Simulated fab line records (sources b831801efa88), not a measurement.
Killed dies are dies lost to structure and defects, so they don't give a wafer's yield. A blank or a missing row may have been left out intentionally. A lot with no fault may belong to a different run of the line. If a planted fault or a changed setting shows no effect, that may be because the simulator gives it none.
fab line records | flow sky130
[record] lots = 5 | wafers = 15 | last_day = 50
route steps=708 shown CONTACT@424 METAL1@434 PAD_OPEN@708
lots that met no fault: taken from a fault-free run of the same line
start_h: the number of hours between the record's first day and the start of the first shown wafer of the lot | wait_h: how many hours have passed since the lot's step before this one | " identical to the entry in the row above | L1.1+2: a row that stands for several wafers | - no value, or no start was given | * or withheld: withheld | < > ~ a bound
route shown NAME@n: NAME is a module with steps in the file, n the number in the route of the first one | usual: mean and standard deviation over wafers with no fault | same: alike in all rows | chamber/n: place in a boat | sites: per-site readings | _std_site: the standard deviation of these | _edge_site: the outer-site mean with the inner-site mean subtracted | radius_mm: for every site, how far away it sits from the centre of the wafer | mask NAME#n: copy n | behind: the tool/chamber that last shaped the wafer | hold: the reason the lot was held/the length of the hold in hours/how it ended | device: names the non-switching transistor (n, p or np) | end of line: the same wafers' tests at the end of the route | step lacking rows: just its recipe | killed: the dies lost at the first sort to structure and to defects; this is not the yield of the wafer | map: shows each die of a wafer: x if killed, . if not, _ if none is there
set.NAME: the setting the step ran with; set.NAME@STEP: the setting that earlier step ran with | model.NAME: the simulator's own value behind a step, which no gauge read
lots at some steps of the route; a table a step, a row a wafer
services: the hour from which a tool's chamber was out of use, counted from the record's first day as start_h (under 0 if before that day), plus the number of hours and why
[[steps]]
[step SKY_CONTACT_ETCH_18]
[recipe] target = Si3N4 | chemistry = CHF3/O2 | stop_on = TiN | source_w = 600 | bias_w = 200 | pressure_mtorr = 40 | chf3_flow_sccm = 50 | O2_flow_sccm = 5 | time_s = 39 | target_depth_a = 750
[step SKY_CONTACT_STRIP_19]
[recipe] chemistry = O2/N2 | power_w = 1400 | pressure_mtorr = 1500 | platen_temp_c = withheld | o2_flow_sccm = 3000 | n2_flow_sccm = 300 | overash_fraction = 0.5
[step SKY_CONTACT_STRIP_20]
[recipe] chemistry = post_etch_residue_remover | time_s = 1200 | temp_c = 72.5
[step SKY_CONTACT_CLEAN_21]
[recipe] chemistry = IPA | time_s = 180 | temp_c = 25
[step SKY_CONTACT_CLEAN_22]
[recipe] chemistry = O3/DIW | dry = n2_spin
[step SKY_CONTACT_SPUTTER_23]
[recipe] material = TiN | target_thk_nm = 20 | chamber_pressure_pa = 5 | power_w = 4000 | time_s = 80
[step SKY_CONTACT_CVD_24]
[recipe] material = W | target_thk_nm = 340 | time_s = 102.12 | temp_c = 400 | pressure_torr = 40
[step SKY_CONTACT_CMP_27]
[recipe] stop_on = SiO2 | t_overpolish_s = 15 | down_force_psi = 3.5 | platen_rpm = 60 | target_thk_nm = 0 | pad_velocity_m_s = 0.94248
[step SKY_METAL1_SPUTTER_00]
[recipe] material = Ti | target_thk_nm = 15 | power_w = 3000 | time_s = 10 | chamber_pressure_pa = 0.4
[step SKY_METAL1_SPUTTER_01]
[recipe] material = TiN | target_thk_nm = 20 | power_w = 6500 | time_s = 16.7 | chamber_pressure_pa = 0.4
[step SKY_METAL1_SPUTTER_02]
[recipe] material = AlCu | target_thk_nm = 250 | power_w = 10600 | time_s = 13.3 | chamber_pressure_pa = 0.4
[usual] cathode_dc_power_W = 10600/1.9 | throttle_valve_pct = 30.0/1
lot.wafer | tool           | chamber | start_h | wait_h | cathode_dc_power_W | throttle_valve_pct | model.AlCu_of_METAL1_SPUTTER_02.thk_nm
L817.2    | pvd_sputter-02 | -       | 795.30  | 0.0    | 10600              | 29.0               | 252.3
L817.4    | "              | -       | "       | "      | 10598              | 30.2               | 253.1
L817.6    | "              | -       | "       | "      | 10603              | 30.2               | 253
L830.2    | pvd_sputter-02 | -       | 867.95  | 0.0    | 10597              | 30.0               | 247.9
L830.3    | "              | -       | "       | "      | 10600              | 30.1               | 188.1
L830.6    | "              | -       | "       | "      | 10601              | 28.9               | 247.3
L833.4    | pvd_sputter-02 | -       | 886.61  | 0.0    | 10606              | 28.6               | 249
L833.5    | "              | -       | "       | "      | 10599              | 30.3               | 187.2
L833.6    | "              | -       | "       | "      | 10603              | 30.7               | 248.9
L834.1    | pvd_sputter-02 | -       | 898.67  | 0.0    | 10598              | 30.6               | 250.8
L834.4    | "              | -       | "       | "      | 10600              | 30.3               | 250.6
L834.5    | "              | -       | "       | "      | 10602              | 30.3               | 189.3
L835.1    | pvd_sputter-03 | -       | 907.80  | 0.0    | 10603              | 32.3               | 259.1
L835.4    | "              | -       | "       | "      | 10600              | 30.8               | 258.3
L835.6    | "              | -       | "       | "      | 10598              | 29.2               | 257.2
[step SKY_METAL1_SPUTTER_03]
[recipe] material = Ti | target_thk_nm = 5 | power_w = 3000 | time_s = 3.3 | chamber_pressure_pa = 0.4
[step SKY_METAL1_SPUTTER_04]
[recipe] material = TiN | target_thk_nm = 70 | power_w = 6500 | time_s = 58.3 | chamber_pressure_pa = 0.4
[step SKY_METAL1_RS_MEAS_05]
[recipe] thk_meas_gauge = four-point-probe | reads = TiN_of_METAL1_SPUTTER_04+Ti_of_METAL1_SPUTTER_03+AlCu_of_METAL1_SPUTTER_02+TiN_of_METAL1_SPUTTER_01+Ti_of_METAL1_SPUTTER_00
[usual] METAL1_ALCU_RS = 0.1263/0.0015
lot.wafer | tool          | chamber | start_h | wait_h | METAL1_ALCU_RS[ohm/sq]
L817.2    | film_metro-01 | -       | 795.41  | 0.0    | 0.1256
L817.4    | "             | -       | "       | "      | 0.1254
L817.6    | "             | -       | "       | "      | 0.1253
L830.2    | film_metro-02 | -       | 868.06  | 0.0    | 0.1277
L830.3    | "             | -       | "       | "      | 0.1700
L830.6    | "             | -       | "       | "      | 0.1279
L833.4    | film_metro-01 | -       | 886.75  | 0.1    | 0.1273
L833.5    | "             | -       | "       | "      | 0.1712
L833.6    | "             | -       | "       | "      | 0.1274
L834.1    | film_metro-03 | -       | 898.76  | 0.0    | 0.1263
L834.4    | "             | -       | "       | "      | 0.1267
L834.5    | "             | -       | "       | "      | 0.1696
L835.1    | film_metro-03 | -       | 907.89  | 0.0    | 0.1220
L835.4    | "             | -       | "       | "      | 0.1223
L835.6    | "             | -       | "       | "      | 0.1233
[step SKY_METAL1_THK_MEAS_06]
[recipe] thk_meas_gauge = xrf | reads = AlCu_of_METAL1_SPUTTER_02
[usual] METAL1_ALCU_THK = 248/3.2
lot.wafer | tool          | chamber | start_h | wait_h | METAL1_ALCU_THK[nm]
L817.2    | film_metro-01 | -       | 795.52  | 0.1    | 249
L817.4    | "             | -       | "       | "      | 251
L817.6    | "             | -       | "       | "      | 252
L830.2    | film_metro-02 | -       | 868.17  | 0.1    | 243
L830.3    | "             | -       | "       | "      | 186
L830.6    | "             | -       | "       | "      | 243
L833.4    | film_metro-01 | -       | 886.84  | 0.1    | 247
L833.5    | "             | -       | "       | "      | 185
L833.6    | "             | -       | "       | "      | 250
L834.1    | film_metro-03 | -       | 898.88  | 0.1    | 249
L834.4    | "             | -       | "       | "      | 247
L834.5    | "             | -       | "       | "      | 186
L835.1    | film_metro-03 | -       | 908.01  | 0.1    | 254
L835.4    | "             | -       | "       | "      | 253
L835.6    | "             | -       | "       | "      | 251
[step SKY_METAL1_DEHYDRATE_07]
[recipe] temp_c = 200 | time_s = 60
[step SKY_METAL1_HMDS_08]
[recipe] prime_time_s = 60 | prime_temp_c = 120
[step SKY_METAL1_COAT_09]
[recipe] resist = BARC | temp_c = withheld | time_s = withheld | spin_rpm = 3000 | resist_thk_nm = 60
[step SKY_METAL1_COAT_10]
[recipe] resist = KrF-thick | spin_rpm = 3000 | resist_thk_nm = 450
[step SKY_METAL1_SOFTBAKE_11]
[recipe] temp_c = 100 | time_s = 90 | resist = KrF-thick
[step SKY_METAL1_EXPOSE_12]
[recipe] mask_id = MM1 | na = 0.8 | source_shape = annular | sigma_inner = 0.55 | sigma_outer = 0.85 | target_cd_nm = 140 | dose_mj = 28
[step SKY_METAL1_PEB_13]
[recipe] peb_temp_c = withheld | peb_time_s = withheld | resist = KrF-thick
[step SKY_METAL1_DEVELOP_14]
[recipe] develop_time_s = 60 | resist = KrF-thick | dev_temp_c = 21
[step SKY_METAL1_DESCUM_17]
[recipe] chemistry = O2 | source_power_w = 150 | bias_power_w = 0 | pressure_mtorr = 10 | temp_c = 40 | time_s = 8
[step SKY_METAL1_ETCH_18]
[recipe] chemistry = N2/H2 | target = BARC | ion_energy_ev = 200 | bias_w = 100 | pressure_mtorr = 30 | n2_flow_sccm = 100 | h2_flow_sccm = 200 | icp_w = 500 | stop_on = SiO2 | time_s = 45.9 | target_depth_a = 600
[step SKY_METAL1_METAL_ETCH_19]
[recipe] target_depth_a = 3600 | stop_on = SiO2 | over_etch_frac = 0.3 | time_s = 78 | chemistry = Cl2/BCl3 | resist_sidewall_deg = 88 | pressure_mtorr = 10 | icp_w = 900 | bias_w = 48.5 | Cl2_flow_sccm = 60 | bcl3_flow_sccm = 30
[usual] drypump_motor_current_A = 5.7/0.53 | oes_product_au = 0.855/0.0058 | rf_fwd_power_W = 894/3.2 | throttle_valve_pct = 22.264/0.0092
lot.wafer | tool         | chamber | start_h | wait_h | drypump_motor_current_A | oes_product_au | rf_fwd_power_W | rf_hours_counter_h | throttle_valve_pct
L817.2    | rie_metal-02 | 1       | 822.99  | 0.1    | 5.5                     | 0.854          | 895            | -                  | 22.261
L817.4    | "            | 1       | "       | "      | 5.5                     | 0.847          | 893            | -                  | 22.256
L817.6    | "            | 1       | "       | "      | 5.5                     | 0.862          | 894            | -                  | 22.285
L830.2    | rie_metal-02 | 1       | 894.49  | 0.0    | 5.5                     | 0.851          | 890            | 17                 | 22.261
L830.3    | "            | 0       | "       | "      | 6.6                     | 0.799          | 898            | -                  | 22.271
L830.6    | "            | 1       | "       | "      | 5.5                     | 0.842          | 890            | -                  | 22.255
L833.4    | rie_metal-02 | 0       | 913.49  | 0.1    | 6.6                     | 0.857          | 896            | -                  | 22.257
L833.5    | "            | 1       | "       | "      | 5.5                     | 0.793          | 896            | -                  | 22.277
L833.6    | "            | 0       | "       | "      | 6.6                     | 0.843          | 893            | -                  | 22.244
L834.1    | rie_metal-04 | 1       | 923.59  | 0.0    | 5.9                     | 0.859          | 889            | 10                 | 22.267
L834.4    | "            | 1       | "       | "      | 5.9                     | 0.860          | 892            | -                  | 22.252
L834.5    | "            | 1       | "       | "      | 6.0                     | 0.799          | 891            | -                  | 22.270
L835.1    | rie_metal-02 | 1       | 933.04  | 0.0    | 5.5                     | 0.842          | 893            | 18                 | 22.248
L835.4    | "            | 1       | "       | "      | 5.5                     | 0.842          | 890            | -                  | 22.263
L835.6    | "            | 1       | "       | "      | 5.5                     | 0.847          | 893            | -                  | 22.273
[step SKY_METAL1_STRIP_20]
[recipe] chemistry = O2/N2 | power_w = 1400 | pressure_mtorr = 1500 | platen_temp_c = withheld | o2_flow_sccm = 3000 | n2_flow_sccm = 300 | overash_fraction = 0.5
[step SKY_PAD_OPEN_PROBE_99]
[usual] defect_limited_yield = 82.5/1.9 | killed_at_M0_to_M3 = 44/6.4 | killed_at_M4_up = 3.4/2.1 | killed_at_contacts = 23/5 | killed_at_front_end = 15/4.5 | killed_at_other = 0.3/0.54 | killed_dies = 86/9.5 | killed_open = 48/6.9 | killed_short = 38/5.9 | sort_bin_3_pad_short = 0.8/0.44 | sort_bin_5_function = 10.5/1.6 | sort_bin_6_memory = 6.1/1.1 | sort_n_pass = 406/9.5 | sort_yield_pct = 82.5/1.9
[same] gross_dies = 492 | killed_at_back_side = 0 | sort_bin_4_leakage[%] = 0 | sort_bin_8_speed[%] = 0
lot.wafer | tool      | chamber | start_h | wait_h | defect_limited_yield[%] | killed_at_M0_to_M3 | killed_at_M4_up | killed_at_contacts | killed_at_front_end | killed_at_other | killed_dies | killed_open | killed_short | sort_bin_3_pad_short[%] | sort_bin_5_function[%] | sort_bin_6_memory[%] | sort_n_pass | sort_yield_pct[%] | model.etest.met1.line_ohm_um | model.etest.met1.rs_ohm_sq
L817.2    | prober-02 | -       | 1121.53 | 0.1    | 82.1                    | 49                 | 1               | 21                 | 17                  | 0               | 88          | 52          | 36           | 1.2                     | 10.4                   | 6.3                  | 404         | 82.1              | 0.8673                       | 0.1272
L817.4    | prober-02 | -       | 1121.63 | 0.2    | 80.3                    | 44                 | 5               | 27                 | 21                  | 0               | 97          | 55          | 41           | 1.0                     | 11.8                   | 6.9                  | 395         | 80.3              | 0.8932                       | 0.1259
L817.6    | prober-02 | -       | 1121.73 | 0.2    | 79.7                    | 60                 | 5               | 19                 | 16                  | 0               | 100         | 57          | 43           | 1.4                     | 10.6                   | 8.3                  | 392         | 79.7              | 0.886                        | 0.1278
L830.2    | prober-01 | -       | 1169.75 | 0.1    | 80.3                    | 49                 | 3               | 34                 | 11                  | 0               | 97          | 48          | 49           | 1.2                     | 11.2                   | 7.3                  | 395         | 80.3              | 0.9259                       | 0.1302
L830.3    | prober-01 | -       | 1169.80 | 0.2    | 84.1                    | 40                 | 5               | 24                 | 9                   | 0               | 78          | 41          | 36           | 1.4                     | 9.8                    | 4.7                  | 414         | 84.1              | 1.209                        | 0.1733
L830.6    | prober-01 | -       | 1169.95 | 0.2    | 82.1                    | 44                 | 5               | 22                 | 17                  | 0               | 88          | 49          | 38           | 1.0                     | 10.4                   | 6.5                  | 404         | 82.1              | 0.9271                       | 0.1302
L833.4    | prober-02 | -       | 1184.65 | 0.2    | 82.5                    | 45                 | 7               | 23                 | 11                  | 0               | 86          | 43          | 43           | 0.4                     | 11.0                   | 6.1                  | 406         | 82.5              | 0.9017                       | 0.1291
L833.5    | prober-02 | -       | 1184.70 | 0.2    | 80.7                    | 49                 | 1               | 25                 | 20                  | 0               | 95          | 54          | 41           | 0.8                     | 12.0                   | 6.5                  | 397         | 80.7              | 1.205                        | 0.1732
L833.6    | prober-02 | -       | 1184.75 | 0.2    | 83.5                    | 40                 | 4               | 26                 | 10                  | 1               | 81          | 48          | 33           | 0.4                     | 8.5                    | 7.5                  | 411         | 83.5              | 0.8792                       | 0.1279
L834.1    | prober-01 | -       | 1190.05 | 0.1    | 83.3                    | 44                 | 5               | 16                 | 16                  | 1               | 82          | 45          | 37           | 0.6                     | 8.7                    | 7.3                  | 410         | 83.3              | 0.9198                       | 0.1276
L834.4    | prober-01 | -       | 1190.20 | 0.2    | 82.7                    | 48                 | 6               | 23                 | 7                   | 1               | 85          | 53          | 32           | 0.4                     | 9.1                    | 7.7                  | 407         | 82.7              | 0.9315                       | 0.129
L834.5    | prober-01 | -       | 1190.25 | 0.2    | 83.7                    | 33                 | 1               | 27                 | 19                  | 0               | 80          | 45          | 35           | 0.6                     | 12.4                   | 3.3                  | 412         | 83.7              | 1.217                        | 0.1703
L835.1    | prober-02 | -       | 1196.41 | 0.1    | 85.2                    | 40                 | 5               | 16                 | 12                  | 0               | 73          | 43          | 29           | 0.6                     | 8.7                    | 5.5                  | 419         | 85.2              | 0.892                        | 0.1233
L835.4    | prober-02 | -       | 1196.56 | 0.2    | 84.3                    | 45                 | 2               | 21                 | 8                   | 1               | 77          | 48          | 28           | 0.4                     | 9.1                    | 6.1                  | 415         | 84.3              | 0.8889                       | 0.1245
L835.6    | prober-02 | -       | 1196.66 | 0.2    | 82.3                    | 47                 | 4               | 25                 | 11                  | 0               | 87          | 46          | 41           | 0.4                     | 10.6                   | 6.7                  | 405         | 82.3              | 0.8983                       | 0.1241
// killed by level:class
L817.2 VIA1:geometric_particle:open=15 CONTACT:geometric_particle:open=10 VIA2:geometric_particle:open=8 METAL1:geometric_particle:short=6 METAL2:geometric_particle:short=6 FIELD_ISO:geometric_particle:short=4 POLY_GATE:geometric_particle:open=4 POLY_GATE:geometric_particle:short=4
L817.4 CONTACT:geometric_particle:open=10 VIA1:geometric_particle:open=9 VIA3:geometric_particle:open=9 VIA2:geometric_particle:open=8 POLY_GATE:geometric_particle:short=6 LI_CONTACT:geometric_particle:open=6 FIELD_ISO:geometric_particle:short=5 LOCAL_INTERCONNECT:geometric_particle:short=5
L817.6 VIA1:geometric_particle:open=15 VIA1:geometric_particle:short=9 CONTACT:geometric_particle:open=9 METAL2:geometric_particle:short=8 VIA2:geometric_particle:open=8 FIELD_ISO:geometric_particle:open=7 POLY_GATE:geometric_particle:open=6 METAL1:geometric_particle:short=5
L830.2 VIA3:geometric_particle:open=11 METAL1:geometric_particle:short=11 LI_CONTACT:geometric_particle:open=10 CONTACT:geometric_particle:short=10 CONTACT:geometric_particle:open=7 VIA2:geometric_particle:open=7 LOCAL_INTERCONNECT:geometric_particle:short=6 VIA1:geometric_particle:open=4
L830.3 CONTACT:geometric_particle:open=9 LI_CONTACT:geometric_particle:open=8 VIA3:geometric_particle:open=8 VIA1:geometric_particle:open=7 METAL1:geometric_particle:short=6 VIA2:geometric_particle:short=5 VIA3:geometric_particle:short=5 METAL4:geometric_particle:short=4
L830.6 VIA3:geometric_particle:open=13 LI_CONTACT:geometric_particle:open=9 VIA2:geometric_particle:open=6 LI_CONTACT:geometric_particle:short=5 VIA1:geometric_particle:open=5 CONTACT:geometric_particle:open=5 METAL1:geometric_particle:short=5 FIELD_ISO:geometric_particle:open=4
L833.4 VIA1:geometric_particle:open=9 METAL2:geometric_particle:short=9 CONTACT:geometric_particle:open=8 VIA2:geometric_particle:open=7 METAL1:geometric_particle:short=7 LI_CONTACT:geometric_particle:open=6 VIA1:geometric_particle:short=6 METAL4:geometric_particle:short=6
L833.5 VIA3:geometric_particle:open=12 LI_CONTACT:geometric_particle:open=9 CONTACT:geometric_particle:open=9 VIA1:geometric_particle:short=6 VIA1:geometric_particle:open=6 METAL2:geometric_particle:short=5 FIELD_ISO:geometric_particle:open=4 FIELD_ISO:geometric_particle:short=4
L833.6 VIA1:geometric_particle:open=16 CONTACT:geometric_particle:open=11 VIA3:geometric_particle:open=8 LI_CONTACT:geometric_particle:open=5 CONTACT:geometric_particle:short=5 FIELD_ISO:geometric_particle:short=4 VIA1:geometric_particle:short=4 METAL4:geometric_particle:short=4
L834.1 VIA1:geometric_particle:open=12 VIA3:geometric_particle:open=7 VIA2:geometric_particle:open=6 LOCAL_INTERCONNECT:geometric_particle:short=6 CONTACT:geometric_particle:open=5 POLY_GATE:geometric_particle:short=4 METAL4:geometric_particle:short=4 METAL3:geometric_particle:short=3
L834.4 CONTACT:geometric_particle:open=12 VIA1:geometric_particle:open=10 VIA2:geometric_particle:open=9 VIA3:geometric_particle:open=9 VIA1:geometric_particle:short=6 METAL2:geometric_particle:short=5 CONTACT:geometric_particle:short=4 METAL1:geometric_particle:short=4
L834.5 CONTACT:geometric_particle:open=10 LOCAL_INTERCONNECT:geometric_particle:short=8 VIA1:geometric_particle:open=8 VIA2:geometric_particle:open=8 FIELD_ISO:geometric_particle:short=6 VIA3:geometric_particle:open=5 CONTACT:geometric_particle:short=5 VIA1:geometric_particle:short=4
L835.1 VIA2:geometric_particle:open=9 CONTACT:geometric_particle:open=7 VIA3:geometric_particle:open=6 VIA1:geometric_particle:short=5 VIA1:geometric_particle:open=5 CONTACT:geometric_particle:short=4 METAL1:geometric_particle:short=4 METAL4:geometric_particle:short=4
L835.4 VIA1:geometric_particle:open=15 VIA3:geometric_particle:open=11 CONTACT:geometric_particle:open=9 LOCAL_INTERCONNECT:geometric_particle:short=6 LI_CONTACT:geometric_particle:open=5 METAL2:geometric_particle:short=4 VIA3:geometric_particle:short=4 POLY_GATE:geometric_particle:short=3
L835.6 LI_CONTACT:geometric_particle:open=9 VIA2:geometric_particle:open=8 VIA3:geometric_particle:open=8 VIA1:geometric_particle:open=7 METAL2:geometric_particle:short=7 CONTACT:geometric_particle:open=5 VIA1:geometric_particle:short=5 METAL3:geometric_particle:short=5
[[services]]
tool           | chamber | start_h | hours | kind
rie_metal-02   | -       | 789.98  | 0.7   | repair
rie_metal-02   | 0       | 805.95  | 20.4  | repair
pvd_sputter-02 | -       | 824.34  | 1.9   | repair
rie_metal-02   | 0       | 826.37  | -     | clean
rie_metal-02   | 0       | 826.37  | 15.4  | scheduled_down
rie_metal-02   | 0       | 826.37  | 15.4  | vent_cycle
pvd_sputter-03 | -       | 852.95  | 9.3   | repair
pvd_sputter-02 | 0       | 874.87  | -     | consumable_replace:kit
pvd_sputter-02 | 0       | 874.87  | 18.0  | scheduled_down
pvd_sputter-02 | 0       | 874.87  | 18.0  | vent_cycle
pvd_sputter-02 | -       | 878.24  | 2.6   | repair
pvd_sputter-02 | -       | 878.65  | 4.5   | repair
rie_metal-02   | 0       | 883.75  | 9.9   | repair
pvd_sputter-03 | 1       | 914.50  | -     | consumable_replace:kit
pvd_sputter-03 | 1       | 914.50  | 18.0  | scheduled_down
pvd_sputter-03 | 1       | 914.50  | 18.0  | vent_cycle
[[key]]
[first_sign] step = SKY_METAL1_RS_MEAS_05 | reading = METAL1_ALCU_RS | direction = up | sigmas = 29 | usual = 0.1263 | struck = 0.1703
[effect] step = SKY_METAL1_THK_MEAS_06 | reading = METAL1_ALCU_THK | direction = down | sigmas = 19 | usual = 248 | struck = 186
[effect] step = SKY_METAL1_METAL_ETCH_19 | reading = oes_product_au | direction = down | sigmas = 10 | usual = 0.855 | struck = 0.797
[model_effect] step = SKY_METAL1_SPUTTER_02 | value = AlCu_of_METAL1_SPUTTER_02.thk_nm | without = 250.6 | struck = 188.2
[model_effect] step = SKY_PAD_OPEN_PROBE_99 | value = etest.met1.line_ohm_um | without = 0.8985 | struck = 1.21
met_at SKY_METAL1_SPUTTER_02
struck_wafers L830.3,L833.5,L834.5
onset_between 795.30 867.95
[fault] kind = process_parameter_drift | tool = pvd_sputter-02 | chamber = - | onset_h = 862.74 | steps = SKY_METAL1_SPUTTER_02 | channel = time_s | offset = * | shape = step | end_h = 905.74 | acts_in = * | stated = * | scope = struck_wafers_only
